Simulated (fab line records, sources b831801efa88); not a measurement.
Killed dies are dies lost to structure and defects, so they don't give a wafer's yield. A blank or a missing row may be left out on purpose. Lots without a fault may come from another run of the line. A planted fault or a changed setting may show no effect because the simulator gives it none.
Which tool did it? | flow gf180mcu | 7 lots, 21 wafers sampled, at 3 steps of a route of 602

WHAT THE GAUGES READ, wafer by wafer
GF_V5_CD_MEAS_14: target cd 260 nm.
lot  | measured     | on        | cd_nm (nm)
L676 | day 27 18:38 | cd_sem-02 | 262.6 261.7 261.2
L679 | day 28 18:58 | cd_sem-02 | 262.2 260.4 261.9
L681 | day 29 10:25 | cd_sem-02 | 258.9 259.0 259.6
L685 | day 30 16:32 | cd_sem-02 | 259.1 259.0 259.9
L687 | day 31 06:28 | cd_sem-02 | 288.7 288.1 287.7
L694 | day 32 23:10 | cd_sem-02 | 260.7 261.4 260.5
L697 | day 33 15:07 | cd_sem-02 | 260.6 259.4 259.5

WHICH TOOL RAN EACH LOT (tool, then ch and the chambers of the sampled wafers, then the start)
lot  | GF_MIM_SPUTTER_04            | GF_V5_EXPOSE_11
L676 | pvd_sputter-01, day 25 03:02 | krf_scanner-02 ch 0, day 27 09:04
L679 | pvd_sputter-04, day 26 05:13 | krf_scanner-01 ch 0, day 28 09:39
L681 | pvd_sputter-01, day 26 21:33 | krf_scanner-02 ch 0, day 29 01:23
L685 | pvd_sputter-04, day 28 04:52 | krf_scanner-01 ch 0, day 30 07:32
L687 | pvd_sputter-04, day 28 21:28 | krf_scanner-02 ch 0, day 30 21:53
L694 | pvd_sputter-04, day 30 18:34 | krf_scanner-01 ch 0, day 32 14:58
L697 | pvd_sputter-04, day 31 11:39 | krf_scanner-01 ch 0, day 33 07:22
- GF_MIM_SPUTTER_04: material TiN, target thk 50 nm, time 41.7 s.
- GF_V5_EXPOSE_11: exposes mask Via5, target cd 260 nm.

THE ANSWER, worked out from the rows above alone
Rule: what is usual is taken from the lots themselves. Put in order of their means at a reading, lots are off if they are a third of the lots or fewer, leave a main group of 4 or more, and stand apart from it by a gap of 3 or more times the standard deviation of the main group's means; of several such gaps the widest counts. A main group whose means are all the same, to the digits that the tables above print for the reading, isn't used. A lot without any number at a reading at which 4 lots or more have one is off too. The other lots that the step has rows for count as sound.
Off: L687, at GF_V5_CD_MEAS_14 (cd_nm). The main group: mean 260.4 nm, standard deviation 1.
A tool fits if, at a process step before that reading, it ran every lot that is off, and no sound lot after the first of them. The gauges at GF_V5_CD_MEAS_14 are tried like those tools. One fits: krf_scanner-02 at GF_V5_EXPOSE_11. Its last sound lot is L681 (day 29 01:23), its first lot that is off L687 (day 30 21:53): a fault that began between those two fits.

WHAT THE SIMULATOR HAD PUT IN
Process parameter drift: krf_scanner-02, from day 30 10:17 on, at GF_V5_EXPOSE_11. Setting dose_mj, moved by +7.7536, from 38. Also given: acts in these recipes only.
Lots struck among those shown: L687. The rule above found the same.
